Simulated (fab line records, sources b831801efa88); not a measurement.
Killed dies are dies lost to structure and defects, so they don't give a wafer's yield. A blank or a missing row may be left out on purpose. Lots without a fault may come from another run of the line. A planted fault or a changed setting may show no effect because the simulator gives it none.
A struck lot beside a sound one | flow gf180mcu | 15 steps out of a route of 602
Sound: wafers L269.3, L269.4, L269.5. Struck: wafers L268.1, L268.2, L268.5. The cause comes at the end.
At each step with rows: each side's tool, then ch and its chambers, then its first start. Under that, the readings that differ: sound wafers | struck wafers | difference of the means | sigmas: that difference in standard deviations of wafers without a fault.
alike: readings whose means differ by less than 2 such deviations, and words and numbers that are the same on both sides. not compared: withheld readings, readings that some wafer has no value for, bounds like >300 that may hide the same value, and numbers for which the record gives no deviation and whose values overlap.
The two part at a step that has a row with sigmas, a row that says differs or no value, or rows on one side only. Numbers that don't overlap but have no deviation are shown without sigmas and don't part them. A reading that every wafer of one side lacks parts them only if that side has two wafers or more.

first, 9 steps without rows for these wafers: GF_MIM_STRIP_21 (strips in post etch residue remover, time 1200 s); GF_MIM_CLEAN_22 (cleans in DIW); GF_M5_DEHYDRATE_00 (time 60 s); GF_M5_HMDS_01 (prime time 60 s); GF_M5_COAT_02 (resist thk 1000 nm); GF_M5_SOFTBAKE_03 (time 60 s); GF_M5_EXPOSE_04 (exposes mask Metal5, target cd 280 nm); GF_M5_PEB_05 (peb time 90 s); GF_M5_DEVELOP_06 (develop time 60 s).
GF_M5_CD_MEAS_07: target cd 280 nm.
  sound on cd_sem-01, day 28 05:55; struck on cd_sem-02, day 27 15:39
  alike: cd_nm
GF_M5_OVL_MEAS_08:
  sound on overlay-02, day 28 06:01; struck on overlay-01, day 27 15:46
  alike: M5_OVL
GF_M5_ETCH_09: etches Si3N4 in CF4/O2, target depth 52 nm, time 11.6 s.
  sound on rie_diel-01 ch 2,3, day 28 06:02; struck on rie_diel-03 ch 1,2,3, day 27 15:48
  alike: O2_flow_sccm, bias_w, chamber_pressure_mTorr, drypump_motor_current_A, oes_product_au, rf_fwd_power_W, throttle_valve_pct
  not compared: rf_hours_counter_h
GF_M5_METAL_ETCH_10: etches the open film in Cl2/BCl3, stops on SiO2, target depth 627.5 nm, time 104.6 s.
  sound on rie_metal-03 ch 0,1, day 28 06:05; struck on rie_metal-03 ch 1, day 27 15:50
  no value came back on the struck wafers for any of 7 readings (bcl3_flow_sccm (sccm), bias_w (W) and others); on the sound wafers bcl3_flow_sccm (sccm) reads 39.92 39.99 39.89
  reading                             | sound             | struck          | difference | sigmas
  model.KrF_of_M5_COAT_02.thk_nm (nm) | 703.2 701.8 704.8 | 950.9 951.3 950 | +247.5     |
  not compared: rf_hours_counter_h
GF_M5_STRIP_11: strips in O2/N2.
  sound on plasma_asher-04 ch 0,1, day 28 06:12; struck on plasma_asher-04 ch 0,1, day 27 16:03
  reading                      | sound             | struck            | difference | sigmas
  oes_product_au (a.u.)        | 0.548 0.542 0.538 | 0.645 0.635 0.646 | +0.099     | +21
  strip_time_to_endpoint_s (s) | 7.57 7.55 7.58    | 9.96 9.96 9.95    | +2.39      | +57
  alike: chamber_pressure_mTorr, drypump_motor_current_A, heater_power_w
  not compared: rf_hours_counter_h
then, 1 step without rows for these wafers: GF_M5_STRIP_12 (strips in post etch residue remover, time 1200 s).

WHERE THEY PART
First at GF_M5_METAL_ETCH_10; last, within this record, at GF_M5_STRIP_11.

WHY: what the simulator had put in
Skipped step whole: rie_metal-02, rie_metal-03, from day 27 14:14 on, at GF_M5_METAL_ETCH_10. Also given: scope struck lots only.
